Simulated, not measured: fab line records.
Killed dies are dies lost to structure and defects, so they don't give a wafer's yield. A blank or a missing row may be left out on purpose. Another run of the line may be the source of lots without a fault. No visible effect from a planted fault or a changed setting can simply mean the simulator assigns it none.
Chamber matching | flow sky130 | 4 sister chambers for SKY_CONTACT_ETCH_16 on rie_diel-03
The step etches BARC in N2/H2, stops on SiO2, time 45.9 s, target depth 60 nm. 7 wafers are shown with their chamber, then 8 later ones without.

== EACH WAFER AND ITS CHAMBER ==
wafer  | chamber | drypump_motor_current_A (A) | oes_product_au (a.u.)
L789.5 | 2       | 5.1                         | 0.848
L791.5 | 2       | 5.1                         | 0.852
L792.1 | 0       | 6.1                         | 0.856
L792.3 | 1       | 5.4                         | 0.853
L795.2 | 0       | 6.1                         | 0.868
L795.6 | 3       | 6.0                         | 0.862
L796.2 | 3       | 5.9                         | 0.856

== WAFERS WITHOUT THEIR CHAMBER ==
wafer  | drypump_motor_current_A (A) | oes_product_au (a.u.)
L796.4 | 5.1                         | 0.853
L796.5 | 5.4                         | 0.855
L801.1 | 6.1                         | 0.861
L801.4 | 5.4                         | 0.862
L801.6 | 5.4                         | 0.854
L804.2 | 5.1                         | 0.848
L804.3 | 5.9                         | 0.856
L804.5 | 5.9                         | 0.840

== EACH ONE'S CHAMBER ==
wafer  | from the rows above | in truth
L796.4 | 2                   | 2
L796.5 | 1                   | 1
L801.1 | 0                   | 0
L801.4 | 1                   | 1
L801.6 | 1                   | 1
L804.2 | 2                   | 2
L804.3 | 3                   | 3
L804.5 | 3                   | 3
8 of 8 placed correctly. From these rows, 0 cannot be placed. 0 placed wrongly.
How it was worked out, from the rows above alone: a wafer's distance from a chamber is the root of the sum, over the readings, of the square of ((its reading less the chamber's mean) divided by the reading's scatter). The wafer belongs to the nearest chamber; if the next one is less than 2 further off, it can't be placed. For every chamber, the mean is computed from those of its wafers that are shown. The scatter is the square root of a quotient: the sum, over the shown wafers, of each reading's squared deviation from its chamber's mean, divided by wafers minus chambers.
